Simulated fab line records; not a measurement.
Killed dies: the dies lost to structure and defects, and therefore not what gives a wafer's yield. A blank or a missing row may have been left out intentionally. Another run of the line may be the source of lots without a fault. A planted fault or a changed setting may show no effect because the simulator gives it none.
Matching of chambers :: flow gf180mcu :: GF_V3_CMP_26 on cmp-02 has 4 sister chambers
The step polishes, stops on SiO2, t overpolish 15 s, target thk 0 nm. 42 wafers are shown with their chamber, then 12 later ones without.

WAFERS PAIRED WITH THEIR CHAMBERS
wafer: L074.1
chamber: 1
motor_current_A (A): 13.3
time_to_endpoint_s (s): 90
overpolish_run_s (s): 15.008

wafer: L074.3
chamber: 2
motor_current_A (A): 10.6
time_to_endpoint_s (s): 89
overpolish_run_s (s): 15.012

wafer: L074.5
chamber: 2
motor_current_A (A): 11.0
time_to_endpoint_s (s): 93
overpolish_run_s (s): 15.003

wafer: L075.1
chamber: 0
motor_current_A (A): 12.6
time_to_endpoint_s (s): 79
overpolish_run_s (s): 15.001

wafer: L075.2
chamber: 1
motor_current_A (A): 13.5
time_to_endpoint_s (s): 87
overpolish_run_s (s): 15.000

wafer: L075.4
chamber: 3
motor_current_A (A): 10.1
time_to_endpoint_s (s): 86
overpolish_run_s (s): 15.001

wafer: L075.3
chamber: 2
motor_current_A (A): 10.9
time_to_endpoint_s (s): 91
overpolish_run_s (s): 14.993

wafer: L075.5
chamber: 1
motor_current_A (A): 13.1
time_to_endpoint_s (s): 86
overpolish_run_s (s): 14.979

wafer: L075.6
chamber: 2
motor_current_A (A): 10.6
time_to_endpoint_s (s): 86
overpolish_run_s (s): 15.009

wafer: L076.3
chamber: 3
motor_current_A (A): 10.3
time_to_endpoint_s (s): 83
overpolish_run_s (s): 14.989

wafer: L076.5
chamber: 3
motor_current_A (A): 10.2
time_to_endpoint_s (s): 81
overpolish_run_s (s): 14.993

wafer: L076.6
chamber: 0
motor_current_A (A): 11.8
time_to_endpoint_s (s): 83
overpolish_run_s (s): 15.010

wafer: L076.1
chamber: 1
motor_current_A (A): 13.0
time_to_endpoint_s (s): 89
overpolish_run_s (s): 15.013

wafer: L076.2
chamber: 2
motor_current_A (A): 11.0
time_to_endpoint_s (s): 89
overpolish_run_s (s): 15.015

wafer: L076.4
chamber: 0
motor_current_A (A): 12.2
time_to_endpoint_s (s): 81
overpolish_run_s (s): 15.000

wafer: L077.1
chamber: 2
motor_current_A (A): 10.8
time_to_endpoint_s (s): 93
overpolish_run_s (s): 14.998

wafer: L077.5
chamber: 3
motor_current_A (A): 9.5
time_to_endpoint_s (s): 83
overpolish_run_s (s): 15.011

wafer: L077.6
chamber: 2
motor_current_A (A): 10.6
time_to_endpoint_s (s): 93
overpolish_run_s (s): 15.020

wafer: L078.2
chamber: 1
motor_current_A (A): 13.0
time_to_endpoint_s (s): 88
overpolish_run_s (s): 14.990

wafer: L078.5
chamber: 0
motor_current_A (A): 12.6
time_to_endpoint_s (s): 83
overpolish_run_s (s): 15.000

wafer: L078.6
chamber: 3
motor_current_A (A): 10.1
time_to_endpoint_s (s): 84
overpolish_run_s (s): 15.024

wafer: L080.3
chamber: 3
motor_current_A (A): 10.2
time_to_endpoint_s (s): 85
overpolish_run_s (s): 14.998

wafer: L080.4
chamber: 0
motor_current_A (A): 12.2
time_to_endpoint_s (s): 84
overpolish_run_s (s): 14.988

wafer: L080.5
chamber: 3
motor_current_A (A): 9.9
time_to_endpoint_s (s): 85
overpolish_run_s (s): 15.007

wafer: L079.1
chamber: 2
motor_current_A (A): 10.8
time_to_endpoint_s (s): 89
overpolish_run_s (s): 15.005

wafer: L079.3
chamber: 1
motor_current_A (A): 13.5
time_to_endpoint_s (s): 90
overpolish_run_s (s): 15.000

wafer: L079.4
chamber: 3
motor_current_A (A): 10.8
time_to_endpoint_s (s): 82
overpolish_run_s (s): 14.995

wafer: L084.3
chamber: 3
motor_current_A (A): 10.0
time_to_endpoint_s (s): 84
overpolish_run_s (s): 15.004

wafer: L084.4
chamber: 1
motor_current_A (A): 13.0
time_to_endpoint_s (s): 91
overpolish_run_s (s): 14.995

wafer: L084.6
chamber: 3
motor_current_A (A): 10.0
time_to_endpoint_s (s): 87
overpolish_run_s (s): 14.983

wafer: L084.1
chamber: 2
motor_current_A (A): 10.9
time_to_endpoint_s (s): 90
overpolish_run_s (s): 14.996

wafer: L084.2
chamber: 0
motor_current_A (A): 12.1
time_to_endpoint_s (s): 87
overpolish_run_s (s): 15.003

wafer: L084.5
chamber: 0
motor_current_A (A): 11.9
time_to_endpoint_s (s): 84
overpolish_run_s (s): 14.983

wafer: L085.2
chamber: 0
motor_current_A (A): 11.9
time_to_endpoint_s (s): 84
overpolish_run_s (s): 15.002

wafer: L085.3
chamber: 3
motor_current_A (A): 9.9
time_to_endpoint_s (s): 79
overpolish_run_s (s): 15.014

wafer: L085.4
chamber: 2
motor_current_A (A): 11.1
time_to_endpoint_s (s): 89
overpolish_run_s (s): 14.994

wafer: L089.4
chamber: 0
motor_current_A (A): 12.1
time_to_endpoint_s (s): 83
overpolish_run_s (s): 14.997

wafer: L089.5
chamber: 1
motor_current_A (A): 13.3
time_to_endpoint_s (s): 93
overpolish_run_s (s): 14.988

wafer: L089.6
chamber: 0
motor_current_A (A): 12.2
time_to_endpoint_s (s): 81
overpolish_run_s (s): 14.989

wafer: L090.1
chamber: 2
motor_current_A (A): 10.8
time_to_endpoint_s (s): 89
overpolish_run_s (s): 15.001

wafer: L090.2
chamber: 3
motor_current_A (A): 9.6
time_to_endpoint_s (s): 83
overpolish_run_s (s): 15.007

wafer: L090.3
chamber: 0
motor_current_A (A): 11.9
time_to_endpoint_s (s): 75
overpolish_run_s (s): 15.009

SIGNATURES, as means of the wafers listed above
reading: motor_current_A
chamber 0: 12.136
chamber 1: 13.213
chamber 2: 10.827
chamber 3: 10.050
scatter within a chamber: 0.261

reading: time_to_endpoint_s
chamber 0: 82.18
chamber 1: 89.25
chamber 2: 90.09
chamber 3: 83.50
scatter within a chamber: 2.5

reading: overpolish_run_s
chamber 0: 14.99836
chamber 1: 14.99662
chamber 2: 15.00418
chamber 3: 15.00217
scatter within a chamber: 0.01
Rule: distance of a wafer from a chamber = root of the sum over the readings of ((wafer's reading minus chamber's mean) / reading's scatter) squared. If the next closest chamber is less than 2 further off than the closest, the wafer can't be placed; otherwise it belongs to the closest. The scatter: the root of (the sum of the squares of (reading less its chamber's mean) over the shown wafers, divided by (wafers less chambers)).

WAFERS WITH NO CHAMBER GIVEN
wafer: L091.3
motor_current_A (A): 12.3
time_to_endpoint_s (s): 81
overpolish_run_s (s): 15.007

wafer: L091.4
motor_current_A (A): 13.2
time_to_endpoint_s (s): 87
overpolish_run_s (s): 15.008

wafer: L091.5
motor_current_A (A): 11.9
time_to_endpoint_s (s): 78
overpolish_run_s (s): 14.993

wafer: L091.1
motor_current_A (A): 9.9
time_to_endpoint_s (s): 81
overpolish_run_s (s): 15.005

wafer: L091.2
motor_current_A (A): 10.2
time_to_endpoint_s (s): 87
overpolish_run_s (s): 14.994

wafer: L091.6
motor_current_A (A): 13.1
time_to_endpoint_s (s): 89
overpolish_run_s (s): 15.017

wafer: L094.2
motor_current_A (A): 9.9
time_to_endpoint_s (s): 79
overpolish_run_s (s): 14.994

wafer: L094.3
motor_current_A (A): 12.1
time_to_endpoint_s (s): 80
overpolish_run_s (s): 15.006

wafer: L094.5
motor_current_A (A): 10.8
time_to_endpoint_s (s): 91
overpolish_run_s (s): 14.987

wafer: L097.2
motor_current_A (A): 10.3
time_to_endpoint_s (s): 91
overpolish_run_s (s): 14.982

wafer: L097.3
motor_current_A (A): 12.6
time_to_endpoint_s (s): 79
overpolish_run_s (s): 14.997

wafer: L097.5
motor_current_A (A): 12.5
time_to_endpoint_s (s): 85
overpolish_run_s (s): 14.995

WHICH CHAMBER EACH WENT THROUGH
wafer: L091.3
from the rows above: 0
in truth: 0

wafer: L091.4
from the rows above: 1
in truth: 1

wafer: L091.5
from the rows above: 0
in truth: 0

wafer: L091.1
from the rows above: 3
in truth: 3

wafer: L091.2
from the rows above: can't be placed: 3 or 2
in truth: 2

wafer: L091.6
from the rows above: 1
in truth: 1

wafer: L094.2
from the rows above: 3
in truth: 3

wafer: L094.3
from the rows above: 0
in truth: 0

wafer: L094.5
from the rows above: 2
in truth: 2

wafer: L097.2
from the rows above: can't be placed: 2 or 3
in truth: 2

wafer: L097.3
from the rows above: 0
in truth: 0

wafer: L097.5
from the rows above: can't be placed: 0 or 1
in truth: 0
Correct placement for 9 of the 12. These rows do not allow placing 3 (true chamber among the candidates in 3). Number placed wrongly: 0.
